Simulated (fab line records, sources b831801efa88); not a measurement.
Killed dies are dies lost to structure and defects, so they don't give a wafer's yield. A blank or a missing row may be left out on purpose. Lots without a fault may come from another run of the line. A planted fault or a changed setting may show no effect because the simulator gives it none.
fab line records | flow gf180mcu
record lots=24 wafers=72 last_day=34
route steps=602 shown SALICIDE@281 V2@398 M4@458 MIM@505
lots that met no fault: from a run of the same line without faults
start_h: hours from the record's first day to the start of the lot's first wafer shown | wait_h: hours since the lot's step before | " the same as in the row above | L1.1+2: a row that stands for several wafers | - no value, or no start given | * or withheld: withheld | < > ~ a bound
route shown NAME@n: a module of which the file shows steps, and the number in the route of the first | usual: mean/standard deviation of fault-free wafers | same: alike in all rows | chamber/n: place in a boat | sites: the reading at each site | _std_site: their standard deviation | _edge_site: outer sites' mean less inner sites' | radius_mm: how far each site lies from the wafer's centre | mask NAME#n: copy n | behind: the tool/chamber that last shaped the wafer | hold: why the lot was held/for how many hours/how that ended | device: the transistor (n, p or np) that didn't switch | end of line: the same wafers' tests at the end of the route | a step without rows: its recipe alone | killed: dies lost to structure and defects at the first sort, not the wafer's yield | map: a wafer's dies, x killed, . not, _ none there
set.NAME: the setting as run; set.NAME@STEP: as run at that earlier step | model.NAME: the simulator's own value behind a step, which no gauge read
steps of the route over a sample of lots; a table a step, a row a wafer
services: from which hour (start_h, from the record's first day; less than 0 if before it) a tool's chamber was out of use, for how many hours, and why
## steps
# step GF_SALICIDE_SPUTTER_03
# recipe material=TiN target_thk_nm=20 power_w=6500 time_s=16.7 chamber_pressure_pa=0.4
# usual cathode_dc_power_W=6499.9/1.2 throttle_valve_pct=30.0/0.91
# columns lot.wafer tool chamber start_h wait_h cathode_dc_power_W throttle_valve_pct
L074.4 pvd_sputter-02 - 340.36 0.0 6497.5 30.3
L074.5 " - " " 6497.8 28.6
L074.6 " - " " 6500.2 30.6
L075.1 pvd_sputter-04 - 351.89 0.0 6500.1 29.6
L075.4 " - " " 6499.2 29.1
L075.5 " - " " 6502.6 29.7
L076.3 pvd_sputter-01 - 365.94 0.0 6499.3 30.3
L076.4 " - " " 6500.0 30.3
L076.5 " - " " 6499.5 30.2
L077.1 pvd_sputter-02 - 368.58 0.0 6500.8 31.7
L077.4 " - " " 6498.4 28.6
L077.5 " - " " 6500.6 30.4
L078.2 pvd_sputter-01 - 371.32 0.0 6500.9 30.2
L078.3 " - " " 6500.7 30.3
L078.6 " - " " 6498.6 30.3
L079.2 pvd_sputter-04 - 382.63 0.0 6499.7 29.9
L079.4 " - " " 6498.4 29.8
L079.6 " - " " 6499.4 29.3
L080.3 pvd_sputter-02 - 394.55 0.0 6500.2 31.5
L080.4 " - " " 6500.1 28.3
L080.6 " - " " 6501.3 30.4
L081.1 pvd_sputter-02 - 400.10 0.0 6503.4 31.6
L081.5 " - " " 6497.8 30.1
L081.6 " - " " 6500.0 31.5
L082.2 pvd_sputter-04 - 408.31 0.0 6499.6 29.4
L082.3 " - " " 6498.1 29.8
L082.5 " - " " 6498.8 29.7
L083.1 pvd_sputter-01 - 419.36 0.0 6499.4 32.2
L083.3 " - " " 6500.7 30.1
L083.4 " - " " 6501.3 30.1
L084.2 pvd_sputter-04 - 431.88 0.0 6499.0 29.5
L084.3 " - " " 6500.5 29.2
L084.6 " - " " 6497.7 29.5
L085.1 pvd_sputter-04 - 439.61 0.0 6499.2 29.5
L085.3 " - " " 6499.1 29.6
L085.6 " - " " 6500.0 29.2
L086.2 pvd_sputter-04 - 450.59 0.0 6501.8 29.5
L086.3 " - " " 6501.9 29.4
L086.6 " - " " 6500.2 29.4
L087.1 pvd_sputter-01 - 453.49 0.0 6499.8 30.3
L087.2 " - " " 6500.4 30.3
L087.6 " - " " 6500.3 30.1
L088.3 pvd_sputter-04 - 462.86 0.0 6498.0 29.6
L088.5 " - " " 6499.5 29.4
L088.6 " - " " 6499.3 29.7
L089.1 pvd_sputter-04 - 467.69 0.0 6500.1 29.4
L089.2 " - " " 6500.5 29.8
L089.4 " - " " 6499.2 29.5
L090.1 pvd_sputter-04 - 480.80 0.0 6500.6 29.2
L090.5 " - " " 6498.6 29.1
L090.6 " - " " 6500.0 29.8
L091.1 pvd_sputter-04 - 486.80 0.0 6498.2 29.6
L091.2 " - " " 6501.1 29.0
L091.6 " - " " 6502.9 29.5
L092.2 pvd_sputter-02 - 493.69 0.0 6500.9 28.5
L092.4 " - " " 6499.3 30.3
L092.5 " - " " 6500.1 28.3
L093.3 pvd_sputter-02 - 503.46 0.0 6502.6 31.8
L093.4 " - " " 6499.0 30.5
L093.6 " - " " 6500.4 31.6
L094.1 pvd_sputter-04 - 513.37 0.0 6500.1 29.7
L094.2 " - " " 6499.7 29.5
L094.6 " - " " 6497.3 29.1
L095.2 pvd_sputter-01 - 521.69 0.0 6501.7 32.0
L095.3 " - " " 6500.1 30.4
L095.6 " - " " 6499.4 30.7
L096.3 pvd_sputter-04 - 529.44 0.0 6497.8 29.6
L096.5 " - " " 6501.0 29.7
L096.6 " - " " 6499.8 29.3
L097.1 pvd_sputter-01 - 530.96 0.0 6498.8 30.2
L097.4 " - " " 6500.0 30.1
L097.5 " - " " 6502.8 32.0
# step GF_V2_ETCH_16
# recipe chemistry=N2/H2 target_depth_a=withheld overetch_a=withheld time_s=withheld target=BARC ion_energy_ev=200 source_w=500 bias_w=100 pressure_mtorr=30 n2_flow_sccm=100 h2_flow_sccm=200
# usual drypump_motor_current_A=5.7/0.36 oes_product_au=0.855/0.0044 throttle_valve_pct=13.225/0.0089
# columns lot.wafer tool chamber start_h wait_h drypump_motor_current_A oes_product_au throttle_valve_pct
L074.4 rie_diel-01 3 465.29 0.0 6.0 0.856 13.224
L074.5 " 0 " " 5.0 0.858 13.230
L074.6 " 3 " " 6.0 0.861 13.241
L075.1 rie_diel-04 1 478.16 0.0 5.9 0.855 13.227
L075.4 " 2 " " 6.3 0.849 13.217
L075.5 " 1 " " 5.9 0.851 13.241
L076.3 rie_diel-02 3 490.58 0.0 5.8 0.860 13.225
L076.4 " 2 " " 5.9 0.858 13.234
L076.5 " 2 " " 5.8 0.857 13.231
L077.1 rie_diel-04 3 494.33 0.0 5.8 0.850 13.214
L077.4 " 1 " " 5.9 0.849 13.222
L077.5 " 2 " " 6.3 0.857 13.213
L078.2 rie_diel-01 1 497.58 0.0 5.3 0.854 13.232
L078.3 " 3 " " 6.0 0.858 13.218
L078.6 " 3 " " 6.0 0.853 13.229
L079.2 rie_diel-02 2 507.75 0.0 5.8 0.859 13.223
L079.4 " 3 " " 5.8 0.855 13.218
L079.6 " 1 " " 5.8 0.855 13.212
L080.3 rie_diel-01 2 519.66 0.0 5.7 0.859 13.225
L080.4 " 0 " " 5.0 0.858 13.220
L080.6 " 1 " " 5.3 0.854 13.229
L081.1 rie_diel-01 3 526.73 0.0 6.0 0.850 13.209
L081.5 " 1 " " 5.4 0.852 13.216
L081.6 " 0 " " 5.0 0.848 13.215
L082.2 rie_diel-01 2 535.13 0.0 5.7 0.855 13.237
L082.3 " 1 " " 5.4 0.853 13.233
L082.5 " 3 " " 6.0 0.853 13.226
L083.1 rie_diel-04 1 545.95 0.0 5.9 0.854 13.217
L083.3 " 3 " " 5.9 0.861 13.243
L083.4 " 2 " " 6.3 0.847 13.217
L084.2 rie_diel-01 1 557.31 0.0 5.3 0.862 13.220
L084.3 " 3 " " 6.0 0.854 13.229
L084.6 " 3 " " 6.0 0.856 13.213
L085.1 rie_diel-02 2 563.38 0.0 5.8 0.844 13.219
L085.3 " 3 " " 5.8 0.849 13.207
L085.6 " 2 " " 5.8 0.855 13.220
L086.2 rie_diel-01 0 573.26 0.0 5.0 0.854 13.227
L086.3 " 1 " " 5.4 0.852 13.242
L086.6 " 2 " " 5.6 0.850 13.219
L087.1 rie_diel-01 0 576.71 0.0 5.0 0.856 13.207
L087.2 " 1 " " 5.4 0.853 13.221
L087.6 " 3 " " 6.0 0.858 13.220
L088.3 rie_diel-02 0 584.23 0.0 5.9 0.851 13.235
L088.5 " 3 " " 5.8 0.854 13.224
L088.6 " 2 " " 5.9 0.859 13.222
L089.1 rie_diel-04 2 589.51 0.0 6.3 0.848 13.211
L089.2 " 0 " " 6.1 0.847 13.222
L089.4 " 3 " " 5.9 0.859 13.224
L090.1 rie_diel-01 1 599.55 0.0 5.4 0.864 13.233
L090.5 " 0 " " 5.0 0.854 13.211
L090.6 " 1 " " 5.4 0.865 13.222
L091.1 rie_diel-04 0 605.56 0.0 6.1 0.853 13.221
L091.2 " 3 " " 5.9 0.859 13.217
L091.6 " 1 " " 5.9 0.860 13.228
L092.2 rie_diel-02 0 610.36 0.0 5.9 0.855 13.226
L092.4 " 1 " " 5.8 0.855 13.208
L092.5 " 3 " " 5.8 0.855 13.225
L093.3 rie_diel-02 1 620.13 0.0 5.8 0.859 13.220
L093.4 " 3 " " 5.8 0.851 13.216
L093.6 " 2 " " 5.9 0.858 13.221
L094.1 rie_diel-01 3 629.86 0.0 6.0 0.857 13.217
L094.2 " 1 " " 5.4 0.848 13.218
L094.6 " 1 " " 5.3 0.862 13.223
L095.2 rie_diel-02 1 636.96 0.0 5.8 0.849 13.228
L095.3 " 0 " " 5.9 0.850 13.230
L095.6 " 1 " " 5.8 0.854 13.229
L096.3 rie_diel-01 1 644.05 0.0 5.3 0.853 13.235
L096.5 " 2 " " 5.7 0.858 13.231
L096.6 " 1 " " 5.3 0.853 13.227
L097.1 rie_diel-02 2 644.70 0.0 5.8 0.856 13.219
L097.4 " 1 " " 5.8 0.859 13.223
L097.5 " 1 " " 5.8 0.854 13.233
# step GF_V2_THK_MEAS_25
# recipe thk_meas_gauge=xrf reads=W_of_V2_CVD_23
# usual V2_W_THK=347/4.2
# columns lot.wafer tool chamber start_h wait_h V2_W_THK[nm]
L074.4 film_metro-04 - 466.31 0.1 346
L074.5 " - " " 341
L074.6 " - " " 343
L075.1 film_metro-04 - 479.27 0.1 344
L075.4 " - " " 343
L075.5 " - " " 342
L076.3 film_metro-03 - 491.70 0.1 350
L076.4 " - " " 347
L076.5 " - " " 347
L077.1 film_metro-02 - 495.33 0.1 345
L077.4 " - " " 349
L077.5 " - " " 349
L078.2 film_metro-02 - 498.59 0.1 341
L078.3 " - " " 341
L078.6 " - " " 338
L079.2 film_metro-03 - 508.78 0.1 345
L079.4 " - " " 345
L079.6 " - " " 348
L080.3 film_metro-03 - 520.68 0.1 349
L080.4 " - " " 347
L080.6 " - " " 346
L081.1 film_metro-02 - 527.73 0.1 351
L081.5 " - " " 348
L081.6 " - " " 351
L082.2 film_metro-04 - 536.17 0.1 349
L082.3 " - " " 352
L082.5 " - " " 348
L083.1 film_metro-03 - 546.94 0.1 353
L083.3 " - " " 353
L083.4 " - " " 352
L084.2 film_metro-03 - 558.31 0.1 348
L084.3 " - " " 348
L084.6 " - " " 344
L085.1 film_metro-04 - 564.38 0.1 351
L085.3 " - " " 349
L085.6 " - " " 346
L086.2 film_metro-03 - 574.26 0.1 357
L086.3 " - " " 351
L086.6 " - " " 356
L087.1 film_metro-02 - 577.82 0.1 347
L087.2 " - " " 349
L087.6 " - " " 354
L088.3 film_metro-04 - 585.25 0.1 344
L088.5 " - " " 346
L088.6 " - " " 345
L089.1 film_metro-03 - 590.50 0.1 341
L089.2 " - " " 345
L089.4 " - " " 343
L090.1 film_metro-02 - 600.58 0.1 348
L090.5 " - " " 345
L090.6 " - " " 343
L091.1 film_metro-02 - 606.56 0.1 341
L091.2 " - " " 348
L091.6 " - " " 342
L092.2 film_metro-02 - 611.37 0.1 345
L092.4 " - " " 349
L092.5 " - " " 343
L093.3 film_metro-02 - 621.14 0.1 341
L093.4 " - " " 343
L093.6 " - " " 344
L094.1 film_metro-02 - 630.86 0.1 347
L094.2 " - " " 347
L094.6 " - " " 348
L095.2 film_metro-04 - 637.96 0.1 347
L095.3 " - " " 343
L095.6 " - " " 353
L096.3 film_metro-03 - 645.07 0.1 349
L096.5 " - " " 345
L096.6 " - " " 354
L097.1 film_metro-04 - 645.72 0.1 351
L097.4 " - " " 352
L097.5 " - " " 348
# step GF_M4_SPUTTER_02
# recipe material=AlCu target_thk_nm=450 power_w=10600 time_s=23.9 chamber_pressure_pa=0.4
# usual cathode_dc_power_W=10600/1.9 throttle_valve_pct=30.2/1
# columns lot.wafer tool chamber start_h wait_h cathode_dc_power_W throttle_valve_pct
L074.4 pvd_sputter-02 - 517.98 0.0 10599 28.4
L074.5 " - " " 10598 28.5
L074.6 " - " " 10600 31.7
L075.1 pvd_sputter-02 - 529.92 0.0 10599 30.1
L075.4 " - " " 10601 31.9
L075.5 " - " " 10598 31.6
L076.3 pvd_sputter-04 - 540.37 0.0 10601 29.7
L076.4 " - " " 10602 29.1
L076.5 " - " " 10602 29.7
L077.1 pvd_sputter-01 - 545.72 0.0 10601 30.5
L077.4 " - " " 10600 30.0
L077.5 " - " " 10601 30.3
L078.2 pvd_sputter-04 - 547.61 0.0 10600 29.4
L078.3 " - " " 10597 30.0
L078.6 " - " " 10601 28.9
L079.2 pvd_sputter-01 - 557.50 0.0 10599 30.2
L079.4 " - " " 10602 32.1
L079.6 " - " " 10600 30.2
L080.3 pvd_sputter-01 - 569.19 0.0 10599 30.1
L080.4 " - " " 10601 30.1
L080.6 " - " " 10599 30.3
L081.1 pvd_sputter-04 - 576.43 0.0 10600 29.7
L081.5 " - " " 10604 29.0
L081.6 " - " " 10601 29.3
L082.2 pvd_sputter-02 - 583.64 0.0 10596 31.6
L082.3 " - " " 10602 31.9
L082.5 " - " " 10602 31.5
L083.1 pvd_sputter-04 - 594.64 0.0 10600 29.5
L083.3 " - " " 10601 30.0
L083.4 " - " " 10601 29.6
L084.2 pvd_sputter-01 - 604.83 0.0 10602 30.1
L084.3 " - " " 10601 30.4
L084.6 " - " " 10600 31.8
L085.1 pvd_sputter-02 - 610.79 0.0 10598 31.8
L085.3 " - " " 10597 28.6
L085.6 " - " " 10600 28.4
L086.2 pvd_sputter-01 - 620.43 0.0 10597 30.2
L086.3 " - " " 10600 30.5
L086.6 " - " " 10597 31.9
L087.1 pvd_sputter-04 - 623.08 0.0 10601 29.9
L087.2 " - " " 10602 29.5
L087.6 " - " " 10598 29.2
L088.3 pvd_sputter-02 - 630.40 0.0 10603 30.0
L088.5 " - " " 10600 31.5
L088.6 " - " " 10599 31.9
L089.1 pvd_sputter-01 - 635.22 0.0 10601 30.0
L089.2 " - " " 10594 30.2
L089.4 " - " " 10603 32.1
L090.1 pvd_sputter-01 - 645.94 0.0 10602 30.2
L090.5 " - " " 10601 29.9
L090.6 " - " " 10603 30.6
L091.1 pvd_sputter-02 - 650.73 0.0 10598 31.7
L091.2 " - " " 10600 30.4
L091.6 " - " " 10599 31.5
L092.2 pvd_sputter-04 - 654.81 0.0 10600 29.2
L092.4 " - " " 10602 29.6
L092.5 " - " " 10605 29.7
L093.3 pvd_sputter-02 - 664.86 0.0 10598 31.6
L093.4 " - " " 10602 31.6
L093.6 " - " " 10600 30.0
L094.1 pvd_sputter-04 - 673.51 0.0 10600 29.5
L094.2 " - " " 10602 29.2
L094.6 " - " " 10603 28.8
L095.2 pvd_sputter-01 - 681.09 0.0 10601 32.1
L095.3 " - " " 10597 30.4
L095.6 " - " " 10598 29.8
L096.3 pvd_sputter-04 - 686.75 0.0 10600 29.6
L096.5 " - " " 10599 29.7
L096.6 " - " " 10601 29.7
L097.1 pvd_sputter-01 - 688.24 0.0 10601 30.0
L097.4 " - " " 10600 30.1
L097.5 " - " " 10603 30.3
# step GF_MIM_SPUTTER_02
# recipe material=AlCu target_thk_nm=450 power_w=10600 time_s=23.9 chamber_pressure_pa=0.4
# usual cathode_dc_power_W=10600/1.8 throttle_valve_pct=30.1/1.1
# columns lot.wafer tool chamber start_h wait_h cathode_dc_power_W throttle_valve_pct
L074.4 pvd_sputter-03 - 565.60 0.0 10599 28.2
L074.5 " - " " 10598 28.5
L074.6 " - " " 10603 30.6
L075.1 pvd_sputter-01 - 577.82 0.0 10600 32.1
L075.4 " - " " 10596 29.8
L075.5 " - " " 10600 30.4
L076.3 pvd_sputter-02 - 586.90 0.0 10600 31.5
L076.4 " - " " 10599 30.4
L076.5 " - " " 10602 28.3
L077.1 pvd_sputter-03 - 592.10 0.0 10598 29.7
L077.4 " - " " 10600 30.3
L077.5 " - " " 10600 28.2
L078.2 pvd_sputter-03 - 594.82 0.0 10601 29.8
L078.3 " - " " 10599 30.1
L078.6 " - " " 10600 29.8
L079.2 pvd_sputter-02 - 603.13 0.0 10605 31.9
L079.4 " - " " 10602 30.2
L079.6 " - " " 10600 28.6
L080.3 pvd_sputter-01 - 614.93 0.0 10599 30.1
L080.4 " - " " 10601 30.1
L080.6 " - " " 10600 30.4
L081.1 pvd_sputter-03 - 622.18 0.0 10599 29.8
L081.5 " - " " 10599 28.3
L081.6 " - " " 10602 30.4
L082.2 pvd_sputter-02 - 628.34 0.0 10604 31.6
L082.3 " - " " 10600 31.6
L082.5 " - " " 10603 30.5
L083.1 pvd_sputter-03 - 639.16 0.0 10597 29.7
L083.3 " - " " 10602 30.3
L083.4 " - " " 10599 30.6
L084.2 pvd_sputter-01 - 649.04 0.0 10601 32.0
L084.3 " - " " 10599 30.3
L084.6 " - " " 10599 32.0
L085.1 pvd_sputter-03 - 654.82 0.0 10600 30.0
L085.3 " - " " 10599 29.8
L085.6 " - " " 10596 30.0
L086.2 pvd_sputter-02 - 662.40 0.0 10603 31.7
L086.3 " - " " 10603 28.6
L086.6 " - " " 10600 28.4
L087.1 pvd_sputter-03 - 665.89 0.0 10603 28.6
L087.2 " - " " 10598 29.9
L087.6 " - " " 10601 30.0
L088.3 pvd_sputter-02 - 672.93 0.0 10595 31.8
L088.5 " - " " 10596 31.5
L088.6 " - " " 10600 28.5
L089.1 pvd_sputter-03 - 677.53 0.0 10601 29.8
L089.2 " - " " 10601 30.1
L089.4 " - " " 10600 28.4
L090.1 pvd_sputter-03 - 688.39 0.0 10603 28.4
L090.5 " - " " 10599 29.9
L090.6 " - " " 10602 30.1
L091.1 pvd_sputter-02 - 692.31 0.0 10605 31.5
L091.2 " - " " 10600 28.3
L091.6 " - " " 10602 28.4
L092.2 pvd_sputter-01 - 696.70 0.0 10602 32.3
L092.4 " - " " 10600 29.8
L092.5 " - " " 10599 31.9
L093.3 pvd_sputter-02 - 706.11 0.0 10601 31.4
L093.4 " - " " 10599 30.3
L093.6 " - " " 10599 30.2
L094.1 pvd_sputter-01 - 714.24 0.0 10602 31.9
L094.2 " - " " 10599 30.3
L094.6 " - " " 10599 32.0
L095.2 pvd_sputter-03 - 722.09 0.0 10599 28.3
L095.3 " - " " 10597 30.7
L095.6 " - " " 10600 30.5
L096.3 pvd_sputter-02 - 726.31 0.0 10602 31.4
L096.5 " - " " 10600 31.4
L096.6 " - " " 10599 30.1
L097.1 pvd_sputter-03 - 727.38 0.0 10599 30.4
L097.4 " - " " 10598 29.5
L097.5 " - " " 10600 30.0
# step GF_MIM_STRIP_20
# recipe chemistry=O2/N2 power_w=1400 pressure_mtorr=1500 platen_temp_c=250 o2_flow_sccm=3000 n2_flow_sccm=300 overash_fraction=0.5
# usual drypump_motor_current_A=5.58/0.22 heater_power_w=340/16 o2_flow_sccm=3000/9.3 oes_product_au=0.691/0.0044 strip_time_to_endpoint_s=11.21/0.044
# columns lot.wafer tool chamber start_h wait_h drypump_motor_current_A heater_power_w o2_flow_sccm oes_product_au rf_hours_counter_h strip_time_to_endpoint_s
L074.4 plasma_asher-04 0 587.37 0.1 5.39 363 3004 0.690 - 11.23
L074.5 " 0 " " 5.40 352 3006 0.700 - 11.27
L074.6 " 1 " " 5.44 325 3002 0.685 - 11.25
L075.1 plasma_asher-04 0 599.09 0.0 5.40 372 2988 0.691 82 11.20
L075.4 " 0 " " 5.40 360 2981 0.688 - 11.21
L075.5 " 0 " " 5.40 355 2982 0.688 - 11.18
L076.3 plasma_asher-02 0 607.93 0.1 6.04 332 3000 0.690 - 11.15
L076.4 " 1 " " 5.93 314 3010 0.693 - 11.16
L076.5 " 1 " " 5.93 311 3018 0.694 - 11.22
L077.1 plasma_asher-04 1 613.21 0.0 5.46 316 3002 0.689 84 11.26
L077.4 " 0 " " 5.39 358 3006 0.695 - 11.27
L077.5 " 1 " " 5.47 317 3006 0.693 - 11.31
L078.2 plasma_asher-02 0 615.69 0.0 6.04 344 3004 0.682 22 11.17
L078.3 " 0 " " 6.03 343 3002 0.696 - 11.16
L078.6 " 0 " " 6.05 344 2993 0.689 - 11.19
L079.2 plasma_asher-03 0 624.21 0.0 5.40 351 3012 0.691 56 11.21
L079.4 " 1 " " 5.71 329 3001 0.696 - 11.18
L079.6 " 1 " " 5.70 334 2989 0.686 - 11.16
L080.3 plasma_asher-04 0 635.93 0.1 5.39 364 3007 0.695 - 11.26
L080.4 " 1 " " 5.48 316 2979 0.683 - 11.26
L080.6 " 0 " " 5.41 369 3002 0.691 - 11.28
L081.1 plasma_asher-04 0 642.19 0.0 5.38 365 2996 0.690 87 11.27
L081.5 " 1 " " 5.48 331 2995 0.697 - 11.22
L081.6 " 0 " " 5.40 364 3006 0.690 - 11.26
L082.2 plasma_asher-03 1 648.59 0.0 5.70 341 3005 0.692 59 11.20
L082.3 " 1 " " 5.71 331 3015 0.691 - 11.21
L082.5 " 1 " " 5.70 338 3007 0.690 - 11.20
L083.1 plasma_asher-02 0 659.01 0.0 6.07 334 3005 0.689 26 11.18
L083.3 " 1 " " 5.93 319 2984 0.683 - 11.17
L083.4 " 0 " " 6.04 339 2991 0.694 - 11.19
L084.2 plasma_asher-03 0 668.59 0.0 5.38 354 2996 0.695 61 11.17
L084.3 " 1 " " 5.75 351 3005 0.694 - 11.18
L084.6 " 1 " " 5.73 329 3002 0.685 - 11.21
L085.1 plasma_asher-03 1 674.93 0.1 5.68 332 3013 0.693 62 11.18
L085.3 " 1 " " 5.69 337 3002 0.691 - 11.19
L085.6 " 1 " " 5.67 332 3010 0.690 - 11.16
L086.2 plasma_asher-03 1 682.33 0.0 5.71 345 3008 0.695 62 11.29
L086.3 " 1 " " 5.69 322 3016 0.687 - 11.24
L086.6 " 0 " " 5.38 352 2987 0.701 - 11.27
L087.1 plasma_asher-04 1 684.94 0.0 5.47 324 2999 0.687 91 11.22
L087.2 " 0 " " 5.38 359 3008 0.697 91 11.24
L087.6 " 1 " " 5.46 325 2992 0.689 - 11.22
L088.3 plasma_asher-03 1 692.68 0.1 5.70 334 3010 0.689 - 11.23
L088.5 " 0 " " 5.40 348 2988 0.694 - 11.16
L088.6 " 1 " " 5.69 335 3006 0.693 - 11.20
L089.1 plasma_asher-03 0 696.98 0.0 5.41 352 2994 0.685 64 11.19
L089.2 " 1 " " 5.68 339 3003 0.692 64 11.18
L089.4 " 1 " " 5.67 349 3007 0.692 - 11.19
L090.1 plasma_asher-03 1 707.33 0.0 5.71 334 3002 0.694 65 11.22
L090.5 " 0 " " 5.43 349 2991 0.691 - 11.25
L090.6 " 1 " " 5.73 339 2995 0.708 - 11.25
L091.1 plasma_asher-02 0 710.58 0.0 6.04 336 2994 0.693 32 11.24
L091.2 " 1 " " 5.95 307 2991 0.688 32 11.21
L091.6 " 0 " " 6.07 348 2995 0.690 - 11.25
L092.2 plasma_asher-03 0 714.28 0.0 5.41 357 2989 0.700 66 11.19
L092.4 " 0 " " 5.38 359 2995 0.691 - 11.16
L092.5 " 0 " " 5.35 356 2997 0.690 - 11.19
L093.3 plasma_asher-03 1 724.87 0.1 5.69 337 3000 0.697 - 11.17
L093.4 " 0 " " 5.37 348 2977 0.691 - 11.20
L093.6 " 0 " " 5.39 356 2992 0.693 - 11.22
L094.1 plasma_asher-04 1 732.09 0.0 5.47 318 3009 0.691 96 11.23
L094.2 " 0 " " 5.38 350 2987 0.693 96 11.19
L094.6 " 0 " " 5.38 363 3003 0.691 - 11.24
L095.2 plasma_asher-03 1 739.31 0.0 5.73 333 2995 0.688 69 11.14
L095.3 " 0 " " 5.39 357 3008 0.689 - 11.17
L095.6 " 0 " " 5.39 359 3001 0.684 - 11.10
L096.3 plasma_asher-04 0 743.83 0.1 5.40 361 2995 0.691 - 11.11
L096.5 " 1 " " 5.47 319 2988 0.685 - 11.17
L096.6 " 0 " " 5.38 363 3015 0.681 - 11.08
L097.1 plasma_asher-04 0 744.38 0.0 5.39 354 3004 0.688 97 11.15
L097.4 " 0 " " 5.41 365 2976 0.679 - 11.17
L097.5 " 0 " " 5.43 362 2998 0.694 - 11.16
## services
# columns tool chamber start_h hours kind
plasma_asher-04 - 335.77 15.6 pm
pvd_sputter-02 - 349.15 0.5 repair
plasma_asher-03 - 370.45 4.4 repair
pvd_sputter-02 - 376.27 3.3 repair
pvd_sputter-02 - 395.47 3.2 repair
rie_diel-01 2 396.88 6.7 repair
rie_diel-01 1 396.99 7.8 repair
pvd_sputter-02 - 410.25 1.6 repair
plasma_asher-03 - 412.59 3.2 repair
rie_diel-01 2 423.60 10.3 repair
plasma_asher-03 - 424.29 0.7 repair
rie_diel-01 - 454.09 1.3 repair
rie_diel-01 1 470.25 8.8 repair
pvd_sputter-03 - 484.68 16.4 repair
rie_diel-01 - 485.48 2.8 pm
rie_diel-01 3 510.42 13.3 repair
pvd_sputter-02 - 518.31 2.4 repair
pvd_sputter-03 - 544.55 9.9 repair
plasma_asher-03 - 556.08 2.8 pm
rie_diel-01 1 620.16 1.5 repair
pvd_sputter-02 - 643.24 2.2 repair
pvd_sputter-04 - 657.32 6.4 repair
rie_diel-01 0 688.49 7.9 repair
pvd_sputter-03 - 700.83 8.9 repair
## key
fault none
